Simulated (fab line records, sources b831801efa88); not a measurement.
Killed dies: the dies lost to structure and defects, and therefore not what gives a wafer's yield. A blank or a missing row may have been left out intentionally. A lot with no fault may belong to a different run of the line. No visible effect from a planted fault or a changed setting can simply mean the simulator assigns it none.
Struck lot and sound lot, side by side | flow gf180mcu | 18 out of 602 route steps
Sound: the wafers L624.1, L624.2, L624.3. Wafers L635.2, L635.4, L635.6 were the ones struck. Last of all comes the cause.
Each step with rows lists, per side, the tool, then ch with its chambers, then its first start. Under that, the readings that differ: sound wafers | struck wafers | difference of the means | sigmas: that difference in standard deviations of wafers without a fault.
alike: words and numbers the same on both sides, and readings whose means are apart by under 2 such deviations; not compared: readings that were withheld, readings missing a value for some wafer, numbers with overlapping values and no deviation given by the record, and bounds like >300 which may hide the same value.
The two part at a step that has a row with sigmas, a row that says differs or no value, or rows on one side only. When numbers do not overlap yet have no deviation, they are printed without sigmas and do not part them. A reading that every wafer of one side lacks parts them only if that side has two wafers or more.

first, 3 steps without rows for these wafers: GF_V2_EXPOSE_11 (exposes mask Via2, target cd 260 nm); GF_V2_PEB_12 (peb time 90 s); GF_V2_DEVELOP_13 (develop time 60 s).
GF_V2_CD_MEAS_14: target cd 260 nm.
  struck on cd sem-02, day 26 02:10; sound on cd sem-01, day 22 02:27
  alike: cd nm
GF_V2_OVL_MEAS_15:
  struck on overlay-02, day 26 02:17; sound on overlay-02, day 22 02:34
  alike: V2_OVL
GF_V2_ETCH_16: etches BARC in N2/H2.
  sound on rie diel-04 ch 1,2,3, day 22 02:37; struck on rie diel-04 ch 0,1,3, day 26 02:19
  alike: bias w, drypump motor current A, oes product au, throttle valve pct
GF_V2_ETCH_17: etches SiO2 in C4F8/O2/Ar, stops on TiN, target depth 630 nm.
  sound on rie diel-04 ch 1,2,3; struck on rie diel-04 ch 0,1,3
  alike: bias w, oes product au
GF_V2_STRIP_18: strips in O2/N2.
  sound on plasma asher-01 ch 0,1, day 22 02:44; struck on plasma asher-04 ch 0,1, day 26 02:26
  alike: drypump motor current A, heater power w, oes product au
  not compared: rf hours counter h
then, 2 steps without rows for these wafers: GF_V2_STRIP_19 (strips in post etch residue remover, time 1200 s); GF_V2_CLEAN_20 (cleans in DIW).
GF_V2_SPUTTER_21: material Ti, target thk 15 nm, time 80.02 s.
  struck on pvd sputter-03, day 26 03:19; sound on pvd sputter-01, day 22 03:16
  alike: throttle valve pct
GF_V2_SPUTTER_22: material TiN, target thk 10 nm, time 40 s.
  struck on pvd sputter-03, day 26 03:22; sound on pvd sputter-01, day 22 03:20
  alike: throttle valve pct
GF_V2_CVD_23: deposits W, target thk 350 nm, time 104.94 s.
  sound on cvd w-02 ch 0,1, day 22 03:22; struck on cvd w-01 ch 0,1, day 26 03:25
  reading                          | sound             | struck            | difference | sigmas
  model.W_of_V2_CVD_23.thk nm (nm) | 356.8 349.1 352.4 | 235.4 235.7 228.3 | -119.6     |
  alike: heater power w
  not compared: since wet clean h
GF_V2_RS_MEAS_24: uses a four-point probe to measure.
  struck on film metro-01, day 26 03:32; sound on film metro-03, day 22 03:29
  reading          | sound             | struck            | difference | sigmas
  V2_W_RS (ohm/sq) | 0.322 0.329 0.325 | 0.489 0.489 0.504 | +0.169     | +34
GF_V2_THK_MEAS_25: measures by xrf.
  struck on film metro-01, day 26 03:39; sound on film metro-03, day 22 03:36
  reading       | sound       | struck      | difference | sigmas
  V2_W_THK (nm) | 371 363 367 | 241 241 233 | -129       | -18
GF_V2_CMP_26: polishes, stops on SiO2, t overpolish 15 s, target thk 0 nm.
  sound on cmp-01 ch 1,2,3, day 22 03:40; struck on cmp-02 ch 0,3, day 26 03:42
  reading                | sound    | struck   | difference | sigmas
  time to endpoint s (s) | 88 82 86 | 54 54 52 | -32        | -8
  alike: motor current A, platen rpm, retaining ring pressure frac
then, 1 step without rows for these wafers: GF_M3_SPUTTER_00 (material Ti, target thk 37.5 nm, time 150 s).
-- the record jumps here: 7 days lie between the struck wafers' starts before and after (it left off in module M3 and takes up again in module PASSIVATION, whose first step shown is number 602 of the route) --
GF_PASSIVATION_PROBE_99:
  rows exist in the record for the struck wafers here (prober-01, day 33 12:40), but not for the sound ones

== WHERE THEY PART ==
Earliest at GF_V2_RS_MEAS_24; latest, in this record, at GF_PASSIVATION_PROBE_99.

WHY: the cause the simulator had injected
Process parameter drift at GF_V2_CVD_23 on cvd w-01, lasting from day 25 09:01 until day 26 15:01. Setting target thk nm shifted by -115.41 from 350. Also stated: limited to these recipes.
